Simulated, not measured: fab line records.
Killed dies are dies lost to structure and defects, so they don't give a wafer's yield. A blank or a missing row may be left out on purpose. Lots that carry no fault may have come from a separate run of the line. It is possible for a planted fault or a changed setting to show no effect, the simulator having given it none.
fab line records ; flow sky130
record: lots: 12; wafers: 36; lastDay: 49
route steps=708 shown FIELD_ISO@26 NWELL@63 VT_ADJUST_LVTN@105
lots that met no fault: taken from a fault-free run of the same line
startH: hours from the record's opening day to when the first of the lot's shown wafers began ; waitH: time in hours since the lot's previous step ; " unchanged from the row above ; L1.1+2: a row that stands for several wafers ; - no value, or no start was given ; * or withheld: withheld ; < > ~ a bound
route shown NAME@n: a module of which the file shows steps, and the number in the route of the first ; usual: average and standard deviation across the fault-free wafers ; same: alike in all rows ; chamber/n: place in a boat ; sites: per-site readings ; _std_site: how widely they spread, as a standard deviation ; _edge_site: the outer-site mean with the inner-site mean subtracted ; radiusMm: how far each site lies from the wafer's centre ; mask NAME#n: copy n ; behind: tool/chamber where the wafer was last shaped ; hold: the reason the lot was held/the length of the hold in hours/how it ended ; device: whichever transistor did not switch (one of n, p or np) ; end of line: at the end of the route, the tests of the same wafers ; a step without rows: its recipe alone ; killed: at the first sort, the dies lost to defects and structure; wafer yield is something else ; map: dies across one wafer; x = killed, . = not, _ = none there
set.NAME: the setting that was run; set.NAME@STEP: the one run at that earlier step ; model.NAME: the simulator's own value behind a step, which no gauge read
a sample of lots followed through the steps of the route, with each step as a table and each wafer as a row
services: when a tool's chamber went out of use (startH, in hours from the record's first day, below 0 if earlier), for how many hours, and the reason
== steps ==
step: SKY_FIELD_ISO_THK_MEAS_25
recipe: reads: SiO2_of_FIELD_ISO_CVD_24
usual: FIELD_ISO_CVD_24_THK: 595/5.4
lot.wafer;tool;chamber;startH;waitH;FIELD_ISO_CVD_24_THK[nm]
L237.2;filmMetro-04;-;37.95;0.0;604
L237.3;filmMetro-04;-;37.95;0.0;597
L237.6;filmMetro-04;-;37.95;0.0;599
L238.1;filmMetro-04;-;43.94;0.0;593
L238.3;filmMetro-04;-;43.94;0.0;594
L238.6;filmMetro-04;-;43.94;0.0;597
L240.3;filmMetro-04;-;55.23;0.1;602
L240.4;filmMetro-04;-;55.23;0.1;602
L240.6;filmMetro-04;-;55.23;0.1;594
L242.2;filmMetro-01;-;65.92;0.0;591
L242.3;filmMetro-01;-;65.92;0.0;592
L242.4;filmMetro-01;-;65.92;0.0;590
L243.4;filmMetro-01;-;68.63;0.0;593
L243.5;filmMetro-01;-;68.63;0.0;594
L243.6;filmMetro-01;-;68.63;0.0;596
L244.1;filmMetro-04;-;74.51;0.0;595
L244.2;filmMetro-04;-;74.51;0.0;596
L244.4;filmMetro-04;-;74.51;0.0;598
L245.2;filmMetro-04;-;78.60;0.0;595
L245.5;filmMetro-04;-;78.60;0.0;598
L245.6;filmMetro-04;-;78.60;0.0;601
L246.3;filmMetro-01;-;87.29;0.1;595
L246.4;filmMetro-01;-;87.29;0.1;591
L246.5;filmMetro-01;-;87.29;0.1;594
L251.2;filmMetro-03;-;111.40;0.0;598
L251.4;filmMetro-03;-;111.40;0.0;592
L251.5;filmMetro-03;-;111.40;0.0;604
L252.1;filmMetro-03;-;117.11;0.0;592
L252.3;filmMetro-03;-;117.11;0.0;585
L252.5;filmMetro-03;-;117.11;0.0;594
L255.1;filmMetro-03;-;131.09;0.0;591
L255.2;filmMetro-03;-;131.09;0.0;595
L255.4;filmMetro-03;-;131.09;0.0;594
L256.1;filmMetro-01;-;135.00;0.0;585
L256.2;filmMetro-01;-;135.00;0.0;585
L256.4;filmMetro-01;-;135.00;0.0;591
step: SKY_FIELD_ISO_CMP_27
recipe: stopOn: Si3N4; tOverpolishS: 16; downForcePsi: 4; platenRpm: 60; targetThkNm: 457.8; padVelocityMS: 0.94248
usual: motorCurrentA: 11.9/0.86; overpolishRunS: 16.001/0.0097; slurryFlowMlMin: 150.0/0.55; timeToEndpointS: 112/3.8
lot.wafer;tool;chamber;startH;waitH;motorCurrentA;overpolishRunS;slurryFlowMlMin;timeToEndpointS
L237.3;cmp-01;3;40.89;0.1;11.1;15.994;150.0;110
L237.2;cmp-01;0;40.89;0.1;12.2;15.991;149.4;107
L237.6;cmp-01;2;40.89;0.1;10.9;15.998;150.2;113
L238.1;cmp-01;2;46.86;0.1;10.5;15.994;149.5;120
L238.3;cmp-01;3;46.86;0.1;12.1;15.992;150.5;119
L238.6;cmp-01;1;46.86;0.1;12.4;15.997;150.4;119
L240.4;cmp-02;2;58.02;0.1;11.4;16.004;150.9;109
L240.3;cmp-02;0;58.02;0.1;13.4;15.998;150.0;113
L240.6;cmp-02;1;58.02;0.1;13.0;16.022;150.3;110
L242.4;cmp-01;3;68.64;0.1;12.2;15.991;150.5;114
L242.2;cmp-01;0;68.64;0.1;11.2;15.983;150.5;110
L242.3;cmp-01;1;68.64;0.1;12.5;15.998;149.4;111
L243.4;cmp-01;1;70.31;0.1;13.4;16.004;149.6;108
L243.5;cmp-01;2;70.31;0.1;10.3;16.014;150.0;114
L243.6;cmp-01;3;70.31;0.1;11.7;15.983;149.6;112
L244.2;cmp-02;2;77.28;0.0;11.5;16.017;149.9;112
L244.4;cmp-02;3;77.28;0.0;11.8;16.010;150.0;113
L244.1;cmp-02;1;77.28;0.0;12.2;16.000;149.5;116
L245.2;cmp-01;1;81.09;0.1;13.1;15.986;151.0;109
L245.6;cmp-01;3;81.09;0.1;11.7;16.001;151.5;115
L245.5;cmp-01;0;81.09;0.1;10.9;16.007;148.8;109
L246.3;cmp-02;0;91.40;0.0;13.6;16.024;149.2;118
L246.4;cmp-02;2;91.40;0.0;11.1;15.983;149.9;111
L246.5;cmp-02;0;91.40;0.0;13.1;16.011;149.3;119
L251.4;cmp-01;0;114.27;0.0;11.7;15.996;149.1;106
L251.2;cmp-01;2;114.27;0.0;10.2;16.007;150.1;114
L251.5;cmp-01;0;114.27;0.0;12.0;16.008;149.2;110
L252.1;cmp-01;1;119.87;0.0;12.8;16.013;150.6;114
L252.3;cmp-01;2;119.87;0.0;10.4;15.986;149.7;117
L252.5;cmp-01;1;119.87;0.0;12.7;16.013;150.5;115
L255.2;cmp-02;3;133.94;0.0;12.2;16.009;150.2;109
L255.4;cmp-02;0;133.94;0.0;12.7;15.988;149.6;111
L255.1;cmp-02;2;133.94;0.0;11.3;15.999;149.6;104
L256.4;cmp-02;2;137.51;0.0;11.5;15.988;149.8;109
L256.1;cmp-02;0;137.51;0.0;13.1;16.002;149.8;112
L256.2;cmp-02;1;137.51;0.0;13.3;16.007;150.1;110
step: SKY_NWELL_OVL_MEAS_10
usual: NWELL_00_OVL: -0.6/1.3
lot.wafer;tool;chamber;startH;waitH;NWELL_00_OVL[nm]
L237.2;overlay-01;-;94.71;-;1.0
L237.3;overlay-01;-;94.71;-;0.1
L237.6;overlay-01;-;94.71;-;-1.2
L238.1;overlay-02;-;99.76;-;0.5
L238.3;overlay-02;-;99.76;-;-0.7
L238.6;overlay-02;-;99.76;-;-0.7
L240.3;overlay-02;-;113.43;-;-0.9
L240.4;overlay-02;-;113.43;-;-1.5
L240.6;overlay-02;-;113.43;-;-1.8
L242.2;overlay-02;-;123.63;-;-0.9
L242.3;overlay-02;-;123.63;-;-1.3
L242.4;overlay-02;-;123.63;-;0.7
L243.4;overlay-02;-;125.59;-;-1.3
L243.5;overlay-02;-;125.59;-;-0.3
L243.6;overlay-02;-;125.59;-;-1.4
L244.1;overlay-01;-;131.87;-;-0.1
L244.2;overlay-01;-;131.87;-;-0.8
L244.4;overlay-01;-;131.87;-;-0.8
L245.2;overlay-02;-;139.36;-;-2.5
L245.5;overlay-02;-;139.36;-;-1.8
L245.6;overlay-02;-;139.36;-;-3.6
L246.3;overlay-02;-;150.02;-;0.7
L246.4;overlay-02;-;150.02;-;-0.9
L246.5;overlay-02;-;150.02;-;-0.7
L251.2;overlay-01;-;177.61;-;-0.4
L251.4;overlay-01;-;177.61;-;-1.0
L251.5;overlay-01;-;177.61;-;-2.1
L252.1;overlay-02;-;183.96;-;-1.2
L252.3;overlay-02;-;183.96;-;-0.9
L252.5;overlay-02;-;183.96;-;0.0
L255.1;overlay-02;-;197.22;-;0.2
L255.2;overlay-02;-;197.22;-;1.6
L255.4;overlay-02;-;197.22;-;-0.1
L256.1;overlay-01;-;200.92;-;-0.6
L256.2;overlay-01;-;200.92;-;-1.4
L256.4;overlay-01;-;200.92;-;-1.0
step: SKY_VT_ADJUST_LVTN_IMPLANT_08
recipe: species: B; energyKev: 30; doseCm2: 1.57e+12; tiltDeg: withheld
usual: doseIonsCm2: 1.5702e+12/1.8e+09; faradayCurrentUA: 8.88/0.18
lot.wafer;tool;chamber;startH;waitH;doseIonsCm2;faradayCurrentUA
L237.2;implanter-04;0;150.42;0.0;1.57e+12;8.94
L237.3;implanter-04;0;150.42;0.0;1.5681e+12;8.78
L237.6;implanter-04;0;150.42;0.0;1.5689e+12;9.05
L238.1;implanter-02;0;157.49;0.0;1.5698e+12;8.93
L238.3;implanter-02;0;157.49;0.0;1.5698e+12;9.06
L238.6;implanter-02;0;157.49;0.0;1.5717e+12;9.06
L240.3;implanter-04;0;171.87;0.1;1.5707e+12;8.62
L240.4;implanter-04;0;171.87;0.1;1.5706e+12;8.87
L240.6;implanter-04;0;171.87;0.1;1.5686e+12;8.65
L242.2;implanter-03;0;184.37;0.0;1.5663e+12;8.57
L242.3;implanter-03;0;184.37;0.0;1.5716e+12;8.96
L242.4;implanter-03;0;184.37;0.0;1.5699e+12;8.79
L243.4;implanter-04;0;185.12;0.1;1.573e+12;9.27
L243.5;implanter-04;0;185.12;0.1;1.5716e+12;8.75
L243.6;implanter-04;0;185.12;0.1;1.5724e+12;9.01
L244.1;implanter-03;0;193.86;0.0;1.5714e+12;8.79
L244.2;implanter-03;0;193.86;0.0;1.5729e+12;8.67
L244.4;implanter-03;0;193.86;0.0;1.571e+12;8.85
L245.2;implanter-03;0;200.87;0.0;1.5666e+12;9.03
L245.5;implanter-03;0;200.87;0.0;1.5698e+12;8.73
L245.6;implanter-03;0;200.87;0.0;1.5683e+12;8.97
L246.3;implanter-03;0;214.51;0.1;2.3455e+12;13.42
L246.4;implanter-03;0;214.51;0.1;2.3463e+12;12.87
L246.5;implanter-03;0;214.51;0.1;2.3491e+12;12.96
L251.2;implanter-03;0;244.38;0.0;2.3447e+12;13.19
L251.4;implanter-03;0;244.38;0.0;2.3449e+12;13.53
L251.5;implanter-03;0;244.38;0.0;2.3428e+12;13.19
L252.1;implanter-04;0;251.39;0.0;1.5673e+12;8.68
L252.3;implanter-04;0;251.39;0.0;1.5675e+12;9.05
L252.5;implanter-04;0;251.39;0.0;1.5683e+12;8.86
L255.1;implanter-02;0;265.17;0.0;1.5743e+12;8.82
L255.2;implanter-02;0;265.17;0.0;1.5725e+12;8.87
L255.4;implanter-02;0;265.17;0.0;1.5732e+12;8.83
L256.1;implanter-04;0;270.39;0.0;1.57e+12;8.85
L256.2;implanter-04;0;270.39;0.0;1.568e+12;9.01
L256.4;implanter-04;0;270.39;0.0;1.5714e+12;8.71
step: SKY_VT_ADJUST_LVTN_TW_MEAS_10
usual: VT_ADJUST_LVTN_TW: 241/3.3
lot.wafer;tool;chamber;startH;waitH;VT_ADJUST_LVTN_TW
L237.2;filmMetro-04;-;150.65;0.1;244
L237.3;filmMetro-04;-;150.65;0.1;244
L237.6;filmMetro-04;-;150.65;0.1;244
L238.1;filmMetro-04;-;157.74;0.1;244
L238.3;filmMetro-04;-;157.74;0.1;246
L238.6;filmMetro-04;-;157.74;0.1;246
L240.3;filmMetro-02;-;172.09;0.1;237
L240.4;filmMetro-02;-;172.09;0.1;237
L240.6;filmMetro-02;-;172.09;0.1;238
L242.2;filmMetro-04;-;184.60;0.1;246
L242.3;filmMetro-04;-;184.60;0.1;245
L242.4;filmMetro-04;-;184.60;0.1;246
L243.4;filmMetro-02;-;185.32;0.1;237
L243.5;filmMetro-02;-;185.32;0.1;237
L243.6;filmMetro-02;-;185.32;0.1;238
L244.1;filmMetro-02;-;194.11;0.1;235
L244.2;filmMetro-02;-;194.11;0.1;239
L244.4;filmMetro-02;-;194.11;0.1;238
L245.2;filmMetro-02;-;201.10;0.1;237
L245.5;filmMetro-02;-;201.10;0.1;237
L245.6;filmMetro-02;-;201.10;0.1;238
L246.3;filmMetro-04;-;214.73;0.1;276
L246.4;filmMetro-04;-;214.73;0.1;277
L246.5;filmMetro-04;-;214.73;0.1;277
L251.2;filmMetro-02;-;244.62;0.1;267
L251.4;filmMetro-02;-;244.62;0.1;268
L251.5;filmMetro-02;-;244.62;0.1;267
L252.1;filmMetro-02;-;251.64;0.1;238
L252.3;filmMetro-02;-;251.64;0.1;239
L252.5;filmMetro-02;-;251.64;0.1;239
L255.1;filmMetro-02;-;265.42;0.1;237
L255.2;filmMetro-02;-;265.42;0.1;236
L255.4;filmMetro-02;-;265.42;0.1;236
L256.1;filmMetro-03;-;270.64;0.1;242
L256.2;filmMetro-03;-;270.64;0.1;243
L256.4;filmMetro-03;-;270.64;0.1;242
== services ==
tool;chamber;startH;hours;kind
cmp-02;-;21.25;1.5;repair
implanter-04;-;23.20;2.4;repair
implanter-03;-;24.52;2.4;repair
implanter-03;-;33.50;2.0;repair
cmp-01;-;64.00;4.0;pm
cmp-01;-;68.00;-;consumableReplace:conditioner
cmp-01;-;68.00;-;consumableReplace:pad
cmp-02;-;68.30;0.2;repair
implanter-04;-;99.52;10.9;repair
cmp-02;-;118.01;9.4;pm
cmp-02;-;127.37;5.0;pm
cmp-02;-;140.99;0.7;repair
implanter-02;-;150.71;2.7;repair
cmp-01;-;206.21;3.8;repair
cmp-02;-;232.00;4.0;pm
cmp-02;-;236.00;-;consumableReplace:conditioner
cmp-02;-;236.00;-;consumableReplace:pad
implanter-04;-;243.40;2.1;pm
cmp-02;-;252.04;2.9;repair
cmp-01;-;252.12;1.1;repair
implanter-03;-;256.65;2.2;repair
implanter-02;-;269.82;3.2;repair
== key ==
firstSign: step: SKY_VT_ADJUST_LVTN_IMPLANT_08; reading: doseIonsCm2; direction: up; sigmas: 99+; usual: *; struck: *
effect: step: SKY_VT_ADJUST_LVTN_IMPLANT_08; reading: faradayCurrentUA; direction: up; sigmas: 24; usual: 8.88; struck: 13.19
effect: step: SKY_VT_ADJUST_LVTN_TW_MEAS_10; reading: VT_ADJUST_LVTN_TW; direction: up; sigmas: 9.2; usual: 241; struck: 272
metAt SKY_VT_ADJUST_LVTN_IMPLANT_08
struckLots L246,L251
testerLeftOut L246,L251
notActingAt SKY_FIELD_ISO_THK_MEAS_25,SKY_FIELD_ISO_CMP_27,SKY_NWELL_OVL_MEAS_10
onsetBetween 200.87 214.51
fault: kind: processParameterDrift; tool: implanter-03; chamber: -; onsetH: 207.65; steps: SKY_VT_ADJUST_LVTN_IMPLANT_08; channel: doseCm2; offset: *; shape: step; endH: 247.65; actsIn: *; stated: *
testerLeftOut: of these lots the tester's yield and bins aren't shown, on N5 and GAA mostly nor the transistor test; their killed dies are dies lost to structure and defects alone, not to doping, threshold or leakage, so they don't give the yield
